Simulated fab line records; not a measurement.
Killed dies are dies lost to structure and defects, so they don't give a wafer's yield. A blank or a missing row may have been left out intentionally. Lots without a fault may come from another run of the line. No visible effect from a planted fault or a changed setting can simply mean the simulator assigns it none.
What tool caused it? || flow sky130 || route of 708 steps, sampled at 1 step: 6 lots, 18 wafers

## WHAT EACH GAUGE READ, for each wafer
SKY_NWELL_RS_MEAS_31: measurement is done with a four-point probe.
{"lot": "L119", "measured": "day 5 15:51", "on": "filmMetro-02", "PWDE_RS (ohm/sq)": "5264 5290 5289"}
{"lot": "L122", "measured": "day 6 09:40", "on": "filmMetro-01", "PWDE_RS (ohm/sq)": "5291 5292 5302"}
{"lot": "L128", "measured": "day 7 23:02", "on": "filmMetro-02", "PWDE_RS (ohm/sq)": "5313 5298 5276"}
{"lot": "L133", "measured": "day 9 02:43", "on": "filmMetro-02", "PWDE_RS (ohm/sq)": "5280 5276 5293"}
{"lot": "L137", "measured": "day 10 08:13", "on": "filmMetro-04", "PWDE_RS (ohm/sq)": "5269 5269 5261"}
{"lot": "L140", "measured": "day 10 21:46", "on": "filmMetro-01", "PWDE_RS (ohm/sq)": "5289 5301 5291"}

## EACH LOT AND THE TOOL THAT RAN IT (in order: tool; ch and the chambers of the sampled wafers; start)
The record holds no process step before these readings.

## THE ANSWER, worked out from the rows above alone
Rule: the lots themselves supply what counts as usual. The widest of any qualifying gaps counts: lots, ordered by their means at a reading, are off when they make up no more than a third of the lots, leave a main group of 4 or more, and stand apart from it by 3 or more times the standard deviation of that group's means. The tables above print the reading to a certain number of digits; a main group whose means all agree to those digits is not used. A lot without any number at a reading at which 4 lots or more have one is off too. The other lots that the step has rows for count as sound.
No lot is off at any reading shown: from this, nothing can be told.

## WHAT WAS PUT IN BY THE SIMULATOR
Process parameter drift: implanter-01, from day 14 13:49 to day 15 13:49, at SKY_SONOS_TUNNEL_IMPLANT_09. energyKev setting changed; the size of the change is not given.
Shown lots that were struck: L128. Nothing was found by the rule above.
